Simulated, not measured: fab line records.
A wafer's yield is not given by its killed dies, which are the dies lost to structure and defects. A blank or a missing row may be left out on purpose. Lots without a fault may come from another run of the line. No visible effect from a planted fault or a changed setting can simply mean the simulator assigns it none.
Matching of chambers + flow gf180mcu + GF_STI_CMP_25 on cmp-02: 4 sister chambers
The step polishes, stops on Si3N4, t overpolish 33 s, target thk 524.6 nm. 22 wafers are shown with their chamber, then 11 later ones without.

WAFERS WITH THEIR CHAMBER
| wafer  | chamber | motor-current-A (A) | time-to-endpoint-s (s) | overpolish-run-s (s) |
|--------|---------|---------------------|------------------------|----------------------|
| L234.1 | 1       | 13.2                | 119                    | 33.004               |
| L234.5 | 2       | 12.1                | 122                    | 32.989               |
| L234.6 | 1       | 13.7                | 127                    | 33.008               |
| L238.1 | 2       | 11.9                | 129                    | 33.006               |
| L238.2 | 1       | 13.3                | 131                    | 33.009               |
| L238.3 | 3       | 12.7                | 120                    | 33.010               |
| L239.4 | 3       | 11.9                | 121                    | 32.992               |
| L239.5 | 3       | 12.7                | 119                    | 32.995               |
| L239.6 | 0       | 11.5                | 120                    | 33.005               |
| L242.1 | 2       | 11.9                | 134                    | 33.000               |
| L242.3 | 3       | 12.2                | 124                    | 32.993               |
| L242.5 | 3       | 12.8                | 122                    | 33.014               |
| L246.1 | 2       | 10.9                | 121                    | 33.000               |
| L246.5 | 0       | 11.6                | 110                    | 32.996               |
| L246.6 | 3       | 12.2                | 114                    | 33.011               |
| L248.1 | 1       | 14.5                | 126                    | 33.002               |
| L248.3 | 3       | 13.0                | 120                    | 32.998               |
| L248.4 | 2       | 11.9                | 126                    | 33.013               |
| L250.2 | 1       | 13.9                | 126                    | 32.994               |
| L250.5 | 3       | 13.1                | 116                    | 33.007               |
| L250.6 | 2       | 11.7                | 126                    | 33.006               |
| L253.4 | 2       | 11.7                | 127                    | 32.985               |

SIGNATURES (means of the wafers above)
| reading            | chamber 0 | chamber 1 | chamber 2 | chamber 3 | scatter within a chamber |
|--------------------|-----------|-----------|-----------|-----------|--------------------------|
| motor-current-A    | 11.550    | 13.720    | 11.729    | 12.575    | 0.427                    |
| time-to-endpoint-s | 115.00    | 125.80    | 126.43    | 119.50    | 4.15                     |
| overpolish-run-s   | 33.00050  | 33.00340  | 32.99986  | 33.00250  | 0.00859                  |
Rule: distance of a wafer from a chamber = root of the sum over the readings of ((wafer's reading minus chamber's mean) / reading's scatter) squared. The wafer belongs to the nearest chamber; if the next one is less than 2 further off, it can't be placed. The scatter: the root of (the sum of the squares of (reading less its chamber's mean) over the shown wafers, divided by (wafers less chambers)).

WAFERS WITHOUT THEIR CHAMBER
| wafer  | motor-current-A (A) | time-to-endpoint-s (s) | overpolish-run-s (s) |
|--------|---------------------|------------------------|----------------------|
| L253.5 | 11.3                | 127                    | 32.988               |
| L253.6 | 13.8                | 122                    | 33.013               |
| L254.1 | 12.1                | 124                    | 33.003               |
| L254.2 | 13.1                | 121                    | 33.001               |
| L254.3 | 12.6                | 120                    | 33.003               |
| L255.2 | 12.1                | 127                    | 33.002               |
| L255.3 | 11.5                | 112                    | 33.000               |
| L255.4 | 12.3                | 117                    | 32.998               |
| L256.2 | 11.4                | 127                    | 33.008               |
| L256.4 | 13.4                | 127                    | 33.010               |
| L256.6 | 10.9                | 116                    | 32.988               |

WHICH CHAMBER EACH WENT THROUGH
| wafer  | from the rows above          | in truth |
|--------|------------------------------|----------|
| L253.5 | can't be placed: 2 or 0      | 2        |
| L253.6 | can't be placed: 1 or 3      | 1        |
| L254.1 | can't be placed: 2 or 3 or 0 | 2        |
| L254.2 | can't be placed: 3 or 1      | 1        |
| L254.3 | 3                            | 3        |
| L255.2 | can't be placed: 2 or 3      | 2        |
| L255.3 | 0                            | 0        |
| L255.4 | can't be placed: 3 or 0 or 2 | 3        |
| L256.2 | can't be placed: 2 or 0      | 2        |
| L256.4 | can't be placed: 1 or 3      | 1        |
| L256.6 | can't be placed: 0 or 2      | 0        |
Placed correctly: 2 of 11. Not placeable from these rows: 9 (in 9, the candidates include the true chamber). 0 placed wrongly.
